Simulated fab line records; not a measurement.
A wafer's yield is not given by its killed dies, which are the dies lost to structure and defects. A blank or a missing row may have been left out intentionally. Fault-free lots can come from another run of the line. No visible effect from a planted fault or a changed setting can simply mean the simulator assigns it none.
Which tool did it? -- flow gf180mcu -- 12 lots, 36 wafers sampled, at 3 steps of a route of 602

== WHAT THE GAUGES READ, wafer by wafer ==
GF_V5_THK_MEAS_25: measures by xrf.
lot,measured,on,V5_W_THK (nm)
L791,day 27 13:33,film-metro-01,363 363 358
L792,day 27 23:10,film-metro-04,362 361 368
L793,day 28 01:03,film-metro-04,370 371 365
L794,day 28 09:43,film-metro-03,369 369 366
L796,day 29 00:22,film-metro-04,363 365 364
L797,day 29 10:50,film-metro-03,368 368 362
L798,day 29 17:40,film-metro-03,368 371 366
L801,day 30 14:31,film-metro-01,356 355 359
L803,day 30 23:17,film-metro-01,362 360 363
L809,day 33 00:16,film-metro-04,363 360 368
L811,day 33 02:38,film-metro-03,365 361 361
L813,day 33 17:44,film-metro-03,358 365 364

GF_TOP_METAL_THK_MEAS_06: measures by xrf.
lot,measured,on,TOP_METAL_ALCU_THK (nm)
L791,day 27 14:15,film-metro-02,881 882 878
L792,day 27 23:52,film-metro-02,869 867 861
L793,day 28 01:45,film-metro-02,875 873 868
L794,day 28 10:25,film-metro-04,874 872 879
L796,day 29 01:04,film-metro-02,879 892 878
L797,day 29 11:32,film-metro-04,897 884 882
L798,day 29 18:22,film-metro-02,863 884 866
L801,day 30 15:13,film-metro-04,877 887 885
L803,day 30 23:59,film-metro-04,876 900 888
L809,day 33 00:58,film-metro-02,881 899 886
L811,day 33 03:20,film-metro-01,865 868 870
L813,day 33 18:26,film-metro-04,891 871 894

== EACH LOT AND THE TOOL THAT RAN IT (in order: tool; ch and the chambers of the sampled wafers; start) ==
lot,GF_V5_SPUTTER_22
L791,"pvd-sputter-02, day 27 13:16"
L792,"pvd-sputter-01, day 27 22:54"
L793,"pvd-sputter-02, day 28 00:46"
L794,"pvd-sputter-01, day 28 09:20"
L796,"pvd-sputter-02, day 29 00:05"
L797,"pvd-sputter-02, day 29 10:34"
L798,"pvd-sputter-02, day 29 17:23"
L801,"pvd-sputter-03, day 30 14:14"
L803,"pvd-sputter-02, day 30 23:01"
L809,"pvd-sputter-01, day 33 00:00"
L811,"pvd-sputter-01, day 33 02:22"
L813,"pvd-sputter-02, day 33 17:28"
- GF_V5_SPUTTER_22: material TiN, target thk 10 nm, time 40 s.

== WHAT THE TOOLS THEMSELVES READ (means of the sampled wafers that have a number; where no wafer has one, the mark that the record gives instead) ==
GF_V5_SPUTTER_22.
lot,tool,chamber-pressure-pa (Pa),throttle-valve-pct (%)
L791,pvd-sputter-02,5.005,29.7
L792,pvd-sputter-01,5.000,30.4
L793,pvd-sputter-02,4.999,29.6
L794,pvd-sputter-01,4.999,30.4
L796,pvd-sputter-02,4.998,29.9
L797,pvd-sputter-02,5.007,29.9
L798,pvd-sputter-02,5.006,28.9
L801,pvd-sputter-03,5.000,29.6
L803,pvd-sputter-02,4.999,29.5
L809,pvd-sputter-01,5.002,30.1
L811,pvd-sputter-01,5.014,30.6
L813,pvd-sputter-02,4.992,28.7

== THE ANSWER, worked out from the rows above alone ==
Rule: usual is defined by the lots themselves. The widest of any qualifying gaps counts: lots, ordered by their means at a reading, are off when they make up no more than a third of the lots, leave a main group of 4 or more, and stand apart from it by 3 or more times the standard deviation of that group's means. A main group whose means are all the same, to the digits that the tables above print for the reading, isn't used. Also off: a lot with no number at a reading for which 4 or more lots have one. All remaining lots with rows at the step are treated as sound. The gauges are gone through in route order, then the tools' own readings, and for those a lot's mean is taken as printed above. The first step at which some lot is off is used, and at that step the reading that is off furthest; a lot without a number counts as furthest.
Across all readings shown, no lot is off: no conclusion can be drawn from this.

== WHAT THE SIMULATOR HAD PUT IN ==
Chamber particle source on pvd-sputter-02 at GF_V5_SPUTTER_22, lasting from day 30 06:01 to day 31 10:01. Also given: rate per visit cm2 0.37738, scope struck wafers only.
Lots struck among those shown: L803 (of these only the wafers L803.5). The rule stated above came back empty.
